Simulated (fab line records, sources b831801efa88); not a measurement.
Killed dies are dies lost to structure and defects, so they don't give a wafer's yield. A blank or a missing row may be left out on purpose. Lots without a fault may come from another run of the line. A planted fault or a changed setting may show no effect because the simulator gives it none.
fab line records | flow sky130
record lots=24 wafers=72 last_day=50
route steps=708 shown SD_N@350 CONTACT@411 VIA2@520 CAP2M@603 PAD_OPEN@702
lots that met no fault: from a run of the same line without faults
start_h: hours from the record's first day to the start of the lot's first wafer shown | wait_h: hours since the lot's step before | " the same as in the row above | L1.1+2: a row that stands for several wafers | - no value, or no start given | * or withheld: withheld | < > ~ a bound
route shown NAME@n: a module of which the file shows steps, and the number in the route of the first | usual: mean/standard deviation of fault-free wafers | same: alike in all rows | chamber/n: place in a boat | sites: the reading at each site | _std_site: their standard deviation | _edge_site: outer sites' mean less inner sites' | radius_mm: how far each site lies from the wafer's centre | mask NAME#n: copy n | behind: the tool/chamber that last shaped the wafer | hold: why the lot was held/for how many hours/how that ended | device: the transistor (n, p or np) that didn't switch | end of line: the same wafers' tests at the end of the route | a step without rows: its recipe alone | killed: dies lost to structure and defects at the first sort, not the wafer's yield | map: a wafer's dies, x killed, . not, _ none there
set.NAME: the setting as run; set.NAME@STEP: as run at that earlier step | model.NAME: the simulator's own value behind a step, which no gauge read
steps of the route over a sample of lots; a table a step, a row a wafer
services: from which hour (start_h, from the record's first day; less than 0 if before it) a tool's chamber was out of use, for how many hours, and why
## steps
# step SKY_SD_N_OVL_MEAS_08
# usual SD_N_OVL=-1.0/1.2
# columns lot.wafer tool chamber start_h wait_h SD_N_OVL[nm]
L074.3 overlay-02 - 644.87 0.1 -0.3
L074.4 " - " " -0.9
L074.5 " - " " 0.4
L075.1 overlay-02 - 647.36 0.1 -1.7
L075.4 " - " " -1.1
L075.6 " - " " -0.9
L076.1 overlay-02 - 661.85 0.1 -0.7
L076.5 " - " " -0.9
L076.6 " - " " -1.8
L077.2 overlay-01 - 671.71 0.1 -1.3
L077.3 " - " " -0.5
L077.5 " - " " -0.9
L078.1 overlay-01 - 688.41 0.1 -2.9
L078.4 " - " " -1.8
L078.5 " - " " -1.7
L080.1 overlay-02 - 689.04 0.1 -1.5
L080.4 " - " " -0.2
L080.5 " - " " -2.1
L079.1 overlay-02 - 690.24 0.1 -0.6
L079.2 " - " " -0.1
L079.6 " - " " 0.1
L081.1 overlay-02 - 714.39 0.1 1.1
L081.3 " - " " -2.7
L081.5 " - " " -1.4
L082.3 overlay-01 - 726.92 0.1 -3.8
L082.4 " - " " -2.2
L082.6 " - " " -2.0
L083.1 overlay-02 - 727.20 0.1 0.2
L083.2 " - " " 1.3
L083.3 " - " " 0.3
L084.1 overlay-02 - 735.79 0.1 -4.8
L084.4 " - " " -1.1
L084.6 " - " " -2.1
L085.1 overlay-01 - 744.79 0.1 -1.6
L085.2 " - " " 0.7
L085.6 " - " " -1.6
L086.4 overlay-01 - 746.18 0.1 -1.3
L086.5 " - " " -2.3
L086.6 " - " " -1.5
L087.2 overlay-01 - 753.64 0.1 -1.1
L087.4 " - " " -0.5
L087.6 " - " " -2.5
L088.3 overlay-01 - 764.40 0.1 0.0
L088.4 " - " " -0.3
L088.6 " - " " 0.6
L089.2 overlay-02 - 778.58 0.1 0.0
L089.3 " - " " -0.7
L089.5 " - " " -0.7
L091.1 overlay-02 - 795.76 0.1 -1.6
L091.2 " - " " 0.4
L091.4 " - " " -1.2
L090.2 overlay-01 - 797.27 0.1 -1.2
L090.3 " - " " -2.2
L090.4 " - " " -0.8
L092.3 overlay-02 - 797.52 0.1 0.0
L092.5 " - " " 1.4
L092.6 " - " " -1.5
L093.2 overlay-01 - 799.69 0.1 1.1
L093.3 " - " " -1.1
L093.5 " - " " -1.0
L094.3 overlay-02 - 805.62 0.1 -2.1
L094.4 " - " " -1.8
L094.6 " - " " -2.6
L095.1 overlay-01 - 821.09 0.1 -0.7
L095.4 " - " " -1.3
L095.6 " - " " 0.1
L096.1 overlay-01 - 822.14 0.1 0.2
L096.2 " - " " -0.3
L096.5 " - " " -2.2
L097.1 overlay-01 - 827.46 0.1 -1.6
L097.2 " - " " -2.0
L097.4 " - " " -1.0
# step SKY_CONTACT_BOW_MEAS_05
# recipe mode=bow
# usual CONTACT_BOW=83/7.5
# columns lot.wafer tool chamber start_h wait_h CONTACT_BOW[um]
L074.3 film_metro-04 - 706.57 0.1 77
L074.4 " - " " 79
L074.5 " - " " 69
L075.1 film_metro-04 - 709.40 0.2 79
L075.4 " - " " 78
L075.6 " - " " 88
L076.1 film_metro-04 - 721.73 0.1 97
L076.5 " - " " 82
L076.6 " - " " 84
L077.2 film_metro-04 - 732.15 0.2 81
L077.3 " - " " 77
L077.5 " - " " 90
L078.1 film_metro-03 - 748.95 0.2 82
L078.4 " - " " 73
L078.5 " - " " 85
L080.1 film_metro-04 - 749.35 0.2 85
L080.4 " - " " 81
L080.5 " - " " 76
L079.1 film_metro-03 - 750.35 0.2 90
L079.2 " - " " 84
L079.6 " - " " 85
L081.1 film_metro-03 - 774.55 0.2 74
L081.3 " - " " 85
L081.5 " - " " 84
L082.3 film_metro-04 - 786.97 0.1 82
L082.4 " - " " 85
L082.6 " - " " 87
L083.1 film_metro-02 - 787.03 0.2 85
L083.2 " - " " 82
L083.3 " - " " 92
L084.1 film_metro-03 - 795.15 0.2 88
L084.4 " - " " 77
L084.6 " - " " 75
L085.1 film_metro-04 - 803.49 0.2 83
L085.2 " - " " 76
L085.6 " - " " 89
L086.4 film_metro-04 - 804.58 0.2 89
L086.5 " - " " 86
L086.6 " - " " 97
L087.2 film_metro-04 - 810.38 0.1 75
L087.4 " - " " 70
L087.6 " - " " 82
L088.3 film_metro-04 - 823.09 0.2 80
L088.4 " - " " 97
L088.6 " - " " 73
L089.2 film_metro-03 - 837.25 0.2 69
L089.3 " - " " 79
L089.5 " - " " 85
L091.1 film_metro-04 - 853.03 0.2 74
L091.2 " - " " 89
L091.4 " - " " 80
L090.2 film_metro-02 - 854.80 0.2 81
L090.3 " - " " 83
L090.4 " - " " 78
L092.3 film_metro-04 - 855.75 0.1 89
L092.5 " - " " 96
L092.6 " - " " 91
L093.2 film_metro-04 - 857.49 0.1 95
L093.3 " - " " 83
L093.5 " - " " 95
L094.3 film_metro-04 - 862.53 0.2 81
L094.4 " - " " 74
L094.6 " - " " 86
L095.1 film_metro-02 - 877.08 0.2 86
L095.4 " - " " 81
L095.6 " - " " 82
L096.1 film_metro-03 - 878.81 0.1 94
L096.2 " - " " 95
L096.5 " - " " 76
L097.1 film_metro-03 - 884.61 0.2 80
L097.2 " - " " 94
L097.4 " - " " 73
# step SKY_CONTACT_CVD_24
# recipe material=W target_thk_nm=340 time_s=102.12 temp_c=400 pressure_torr=40
# usual heater_power_outer_w=584/46 heater_power_w=933/50
# columns lot.wafer tool chamber start_h wait_h heater_power_outer_w heater_power_w
L074.3 cvd_w-02 1 735.31 0.1 566 927
L074.4 " 0 " " 626 984
L074.5 " 0 " " 620 987
L075.1 cvd_w-01 0 738.83 0.0 482 817
L075.4 " 1 " " 587 917
L075.6 " 1 " " 584 883
L076.1 cvd_w-02 0 750.50 0.0 626 986
L076.5 " 0 " " 637 999
L076.6 " 1 " " 570 919
L077.2 cvd_w-02 0 760.52 0.0 635 1000
L077.3 " 0 " " 611 949
L077.5 " 0 " " 628 988
L078.1 cvd_w-02 0 776.74 0.0 639 960
L078.4 " 1 " " 577 910
L078.5 " 0 " " 642 983
L080.1 cvd_w-01 0 777.32 0.0 483 842
L080.4 " 1 " " 564 924
L080.5 " 1 " " 578 892
L079.1 cvd_w-02 0 778.68 0.0 637 956
L079.2 " 1 " " 578 922
L079.6 " 0 " " 647 964
L081.1 cvd_w-02 1 802.39 0.0 572 939
L081.3 " 0 " " 639 969
L081.5 " 0 " " 632 994
L082.3 cvd_w-01 1 814.85 0.1 589 914
L082.4 " 0 " " 499 846
L082.6 " 0 " " 505 829
L083.1 cvd_w-02 0 815.72 0.0 628 987
L083.2 " 1 " " 576 936
L083.3 " 0 " " 640 988
L084.1 cvd_w-02 0 823.55 0.0 635 987
L084.4 " 1 " " 554 921
L084.6 " 1 " " 580 937
L085.1 cvd_w-02 1 831.34 0.0 567 931
L085.2 " 0 " " 626 975
L085.6 " 0 " " 630 969
L086.4 cvd_w-01 1 832.08 0.1 592 938
L086.5 " 0 " " 507 821
L086.6 " 1 " " 576 941
L087.2 cvd_w-02 0 838.06 0.0 622 976
L087.4 " 1 " " 581 919
L087.6 " 0 " " 643 961
L088.3 cvd_w-02 0 850.84 0.1 646 965
L088.4 " 1 " " 571 922
L088.6 " 0 " " 636 995
L089.2 cvd_w-02 1 864.51 0.0 570 918
L089.3 " 0 " " 632 973
L089.5 " 0 " " 615 1015
L091.1 cvd_w-01 1 879.85 0.0 578 916
L091.2 " 0 " " 488 856
L091.4 " 0 " " 498 867
L090.2 cvd_w-02 0 882.08 0.0 642 972
L090.3 " 1 " " 578 926
L090.4 " 0 " " 646 973
L092.3 cvd_w-02 0 882.91 0.1 634 984
L092.5 " 1 " " 562 932
L092.6 " 0 " " 619 993
L093.2 cvd_w-01 0 884.48 0.0 488 837
L093.3 " 1 " " 586 919
L093.5 " 0 " " 496 839
L094.3 cvd_w-02 1 888.72 0.1 577 943
L094.4 " 0 " " 629 966
L094.6 " 0 " " 632 1002
L095.1 cvd_w-01 1 903.95 0.0 571 914
L095.4 " 0 " " 494 830
L095.6 " 1 " " 578 913
L096.1 cvd_w-02 1 905.03 0.0 566 944
L096.2 " 0 " " 633 984
L096.5 " 0 " " 662 966
L097.1 cvd_w-02 1 910.94 0.0 576 935
L097.2 " 0 " " 644 1013
L097.4 " 0 " " 644 1006
# step SKY_VIA2_OVL_MEAS_13
# usual VIA2_OVL=2/5.2
# columns lot.wafer tool chamber start_h wait_h VIA2_OVL[nm]
L074.3 overlay-02 - 847.78 0.1 8
L074.4 " - " " 2
L074.5 " - " " 6
L075.1 overlay-02 - 853.11 0.1 -4
L075.4 " - " " 3
L075.6 " - " " 11
L076.1 overlay-01 - 863.06 0.1 -1
L076.5 " - " " -9
L076.6 " - " " 5
L077.2 overlay-02 - 872.96 0.1 2
L077.3 " - " " 7
L077.5 " - " " 9
L078.1 overlay-02 - 886.02 0.1 3
L078.4 " - " " 5
L078.5 " - " " 3
L080.1 overlay-02 - 887.51 0.1 3
L080.4 " - " " 1
L080.5 " - " " 11
L079.1 overlay-02 - 888.21 0.1 -1
L079.2 " - " " -7
L079.6 " - " " -8
L081.1 overlay-01 - 912.06 0.1 5
L081.3 " - " " 3
L081.5 " - " " 5
L082.3 overlay-02 - 922.12 0.1 9
L082.4 " - " " 4
L082.6 " - " " 7
L083.1 overlay-01 - 924.61 0.1 8
L083.2 " - " " -5
L083.3 " - " " 5
L084.1 overlay-01 - 932.17 0.1 0
L084.4 " - " " 4
L084.6 " - " " 7
L085.1 overlay-01 - 939.46 0.1 3
L085.2 " - " " 2
L085.6 " - " " -3
L086.4 overlay-01 - 940.04 0.1 4
L086.5 " - " " 0
L086.6 " - " " -3
L087.2 overlay-02 - 945.81 0.1 5
L087.4 " - " " 9
L087.6 " - " " 6
L088.3 overlay-01 - 957.48 0.1 -5
L088.4 " - " " 1
L088.6 " - " " -1
L089.2 overlay-01 - 970.61 0.1 12
L089.3 " - " " 1
L089.5 " - " " 9
L091.1 overlay-02 - 985.65 0.1 11
L091.2 " - " " 0
L091.4 " - " " 4
L090.2 overlay-02 - 987.16 0.1 0
L090.3 " - " " -4
L090.4 " - " " -3
L092.3 overlay-02 - 988.17 0.1 0
L092.5 " - " " 2
L092.6 " - " " 3
L093.2 overlay-02 - 991.16 0.1 -4
L093.3 " - " " 3
L093.5 " - " " 9
L094.3 overlay-01 - 993.98 0.1 5
L094.4 " - " " -4
L094.6 " - " " -10
L095.1 overlay-01 - 1008.16 0.1 2
L095.4 " - " " -2
L095.6 " - " " 6
L096.1 overlay-02 - 1008.51 0.1 -7
L096.2 " - " " -5
L096.5 " - " " -4
L097.1 overlay-02 - 1015.47 0.1 -2
L097.2 " - " " 1
L097.4 " - " " -5
# step SKY_CAP2M_CVD_00
# recipe material=SiO2 target_thk_nm=15.5 temp_c=400 time_s=withheld rf_w=450
# usual heater_power_outer_w=435/63 heater_power_w=732/98
# columns lot.wafer tool chamber start_h wait_h heater_power_outer_w heater_power_w
L074.3 pecvd-01 1 930.24 0.0 498 837
L074.4 " 1 " " 505 854
L074.5 " 2 " " 441 754
L075.1 pecvd-04 2 936.18 0.0 462 713
L075.4 " 0 " " 377 692
L075.6 " 1 " " 326 540
L076.1 pecvd-04 0 943.05 0.0 396 716
L076.5 " 2 " " 450 714
L076.6 " 0 " " 400 705
L077.2 pecvd-01 2 953.37 0.0 472 788
L077.3 " 0 " " 450 800
L077.5 " 2 " " 359 642
L078.1 pecvd-02 0 967.28 0.0 410 674
L078.4 " 1 " " 465 783
L078.5 " 2 " " 384 665
L080.1 pecvd-04 0 968.80 0.0 324 621
L080.4 " 2 " " 500 774
L080.5 " 0 " " 335 615
L079.1 pecvd-01 0 969.57 0.0 533 897
L079.2 " 1 " " 500 811
L079.6 " 1 " " 494 819
L081.1 pecvd-04 0 992.93 0.0 354 661
L081.3 " 1 " " 393 626
L081.5 " 0 " " 358 653
L082.3 pecvd-01 1 1001.53 0.0 443 752
L082.4 " 2 " " 364 649
L082.6 " 0 " " 555 913
L083.1 pecvd-02 0 1003.88 0.0 450 730
L083.2 " 1 " " 488 827
L083.3 " 1 " " 484 811
L084.1 pecvd-01 1 1009.89 0.0 506 856
L084.4 " 2 " " 384 697
L084.6 " 1 " " 491 840
L085.1 pecvd-02 2 1016.31 0.0 321 571
L085.2 " 1 " " 471 770
L085.6 " 2 " " 320 576
L086.4 pecvd-04 0 1018.35 0.0 408 716
L086.5 " 2 " " 498 781
L086.6 " 1 " " 326 518
L087.2 pecvd-02 0 1023.23 0.0 457 760
L087.4 " 0 " " 455 749
L087.6 " 2 " " 396 675
L088.3 pecvd-02 1 1034.46 0.0 432 725
L088.4 " 1 " " 430 722
L088.6 " 0 " " 428 754
L089.2 pecvd-01 2 1046.16 0.0 442 759
L089.3 " 1 " " 514 871
L089.5 " 0 " " 424 762
L091.1 pecvd-04 1 1059.13 0.0 376 603
L091.2 " 0 " " 365 688
L091.4 " 0 " " 372 688
L090.2 pecvd-02 1 1061.62 0.0 498 826
L090.3 " 0 " " 438 757
L090.4 " 1 " " 497 806
L092.3 pecvd-04 1 1062.49 0.0 351 565
L092.5 " 0 " " 417 729
L092.6 " 2 " " 481 753
L093.2 pecvd-01 0 1065.06 0.0 570 904
L093.3 " 2 " " 378 663
L093.5 " 0 " " 570 937
L094.3 pecvd-02 0 1067.16 0.0 462 779
L094.4 " 1 " " 402 688
L094.6 " 2 " " 343 581
L096.1 pecvd-02 0 1079.43 0.0 443 760
L096.2 " 1 " " 464 787
L096.5 " 0 " " 457 749
L095.1 pecvd-01 1 1080.56 0.0 489 837
L095.4 " 0 " " 526 874
L095.6 " 1 " " 479 818
L097.1 pecvd-01 0 1086.37 0.0 557 923
L097.2 " 2 " " 382 667
L097.4 " 2 " " 388 659
# step SKY_PAD_OPEN_STRIP_08
# recipe chemistry=O2/N2 power_w=1400 pressure_mtorr=1500 platen_temp_c=withheld overash_fraction=0.7 o2_flow_sccm=3000 n2_flow_sccm=300
# usual drypump_motor_current_A=5.4/0.53 oes_product_au=0.663/0.0046 strip_time_to_endpoint_s=37.09/0.13
# same overash_fraction=0.7
# columns lot.wafer tool chamber start_h wait_h drypump_motor_current_A oes_product_au rf_hours_counter_h strip_time_to_endpoint_s
L074.3 plasma_asher-04 1 1073.43 0.1 4.8 0.662 - 36.84
L074.4 " 0 " " 6.4 0.665 - 36.96
L074.5 " 0 " " 6.4 0.663 - 36.86
L075.1 plasma_asher-01 0 1080.90 0.1 5.8 0.669 96 37.06
L075.4 " 1 " " 5.6 0.661 - 37.15
L075.6 " 1 " " 5.6 0.653 - 37.08
L076.1 plasma_asher-04 0 1085.85 0.1 6.3 0.661 70 37.10
L076.5 " 0 " " 6.4 0.659 - 37.08
L076.6 " 1 " " 4.9 0.659 - 37.00
L077.2 plasma_asher-02 0 1094.39 0.1 5.2 0.667 28 36.88
L077.3 " 1 " " 5.0 0.667 - 36.90
L077.5 " 0 " " 5.2 0.658 - 36.84
L078.1 plasma_asher-02 0 1105.99 0.1 5.2 0.671 29 37.23
L078.4 " 1 " " 5.0 0.660 - 37.24
L078.5 " 0 " " 5.2 0.659 - 37.25
L080.1 plasma_asher-02 1 1107.93 0.1 5.0 0.661 29 36.96
L080.4 " 1 " " 5.0 0.668 - 36.87
L080.5 " 1 " " 5.0 0.670 - 36.89
L079.1 plasma_asher-02 0 1109.05 0.1 5.2 0.663 29 37.15
L079.2 " 1 " " 5.0 0.662 29 37.09
L079.6 " 1 " " 5.0 0.665 - 37.12
L081.1 plasma_asher-04 1 1126.13 0.1 4.9 0.677 73 37.29
L081.3 " 0 " " 6.4 0.659 - 37.30
L081.5 " 0 " " 6.4 0.666 - 37.27
L082.3 plasma_asher-01 0 1133.33 0.1 5.8 0.662 - 37.16
L082.4 " 1 " " 5.6 0.664 - 37.07
L082.6 " 0 " " 5.8 0.669 - 37.11
L083.1 plasma_asher-01 0 1136.65 0.1 5.8 0.663 102 37.17
L083.2 " 1 " " 5.6 0.663 102 37.35
L083.3 " 1 " " 5.6 0.663 - 37.24
L084.1 plasma_asher-02 1 1140.79 0.1 5.0 0.658 32 37.25
L084.4 " 1 " " 5.0 0.664 - 37.08
L084.6 " 0 " " 5.2 0.661 - 37.15
L085.1 plasma_asher-01 0 1146.80 0.1 5.8 0.667 102 37.14
L085.2 " 1 " " 5.6 0.668 102 37.20
L085.6 " 1 " " 5.6 0.666 - 37.12
L086.4 plasma_asher-04 1 1148.48 0.1 4.9 0.660 - 37.04
L086.5 " 1 " " 4.9 0.669 - 37.15
L086.6 " 0 " " 6.4 0.673 - 37.12
L087.2 plasma_asher-01 0 1151.43 0.1 5.8 0.667 103 37.06
L087.4 " 1 " " 5.6 0.655 - 36.95
L087.6 " 1 " " 5.6 0.663 - 37.10
L088.3 plasma_asher-01 1 1160.33 0.1 5.7 0.657 - 37.17
L088.4 " 0 " " 5.8 0.670 - 37.10
L088.6 " 1 " " 5.6 0.654 - 37.06
L089.2 plasma_asher-02 0 1169.34 0.1 5.2 0.666 35 37.14
L089.3 " 1 " " 5.0 0.664 - 37.23
L089.5 " 1 " " 5.0 0.661 - 37.12
L091.1 plasma_asher-02 0 1179.90 0.1 5.2 0.662 35 37.24
L091.2 " 1 " " 5.0 0.660 35 37.29
L091.4 " 1 " " 5.0 0.666 - 37.28
L090.2 plasma_asher-04 1 1183.13 0.1 4.9 0.656 79 36.99
L090.3 " 0 " " 6.4 0.664 - 36.98
L090.4 " 1 " " 4.9 0.668 - 36.89
L092.3 plasma_asher-04 0 1183.83 0.1 6.3 0.668 - 37.17
L092.5 " 0 " " 6.3 0.663 - 37.19
L092.6 " 1 " " 4.8 0.664 - 37.15
L093.2 plasma_asher-01 0 1184.98 0.1 5.8 0.664 106 37.00
L093.3 " 0 " " 5.8 0.655 - 36.86
L093.5 " 0 " " 5.8 0.662 - 36.87
L094.3 plasma_asher-04 1 1186.98 0.1 4.9 0.667 - 37.10
L094.4 " 0 " " 6.4 0.660 - 37.16
L094.6 " 1 " " 4.8 0.662 - 37.08
L096.1 plasma_asher-04 0 1195.38 0.1 6.4 0.663 80 37.19
L096.2 " 1 " " 4.8 0.655 80 37.03
L096.5 " 1 " " 4.9 0.661 - 37.24
L095.1 plasma_asher-02 0 1196.15 0.1 5.2 0.671 37 36.96
L095.4 " 0 " " 5.2 0.665 - 36.90
L095.6 " 0 " " 5.2 0.672 - 36.98
L097.1 plasma_asher-02 0 1200.75 0.1 5.2 0.668 38 37.10
L097.2 " 1 " " 5.0 0.663 38 37.16
L097.4 " 0 " " 5.2 0.662 - 37.04
## services
# columns tool chamber start_h hours kind
pecvd-01 0 726.98 5.3 repair
plasma_asher-02 - 733.75 9.0 pm
pecvd-01 1 788.29 3.4 repair
pecvd-02 - 801.63 0.8 pm
plasma_asher-02 - 816.41 42.7 repair
pecvd-02 - 838.20 1.9 repair
cvd_w-02 - 875.19 1.7 repair
plasma_asher-04 - 890.45 4.6 repair
plasma_asher-02 - 894.53 23.4 repair
pecvd-02 2 902.98 6.7 repair
pecvd-01 2 953.45 14.2 repair
plasma_asher-04 - 981.31 8.4 pm
cvd_w-02 - 981.39 2.8 pm
pecvd-02 2 1003.34 6.2 repair
pecvd-02 - 1004.72 1.4 repair
plasma_asher-02 - 1016.98 9.5 repair
pecvd-01 0 1053.06 6.2 repair
pecvd-01 - 1056.93 6.0 repair
plasma_asher-02 - 1077.56 1.5 repair
pecvd-01 2 1091.06 1.8 repair
cvd_w-02 0 1096.99 1.4 repair
pecvd-01 - 1099.27 1.2 repair
cvd_w-02 - 1109.26 1.2 repair
plasma_asher-02 - 1146.72 2.8 pm
## key
fault none
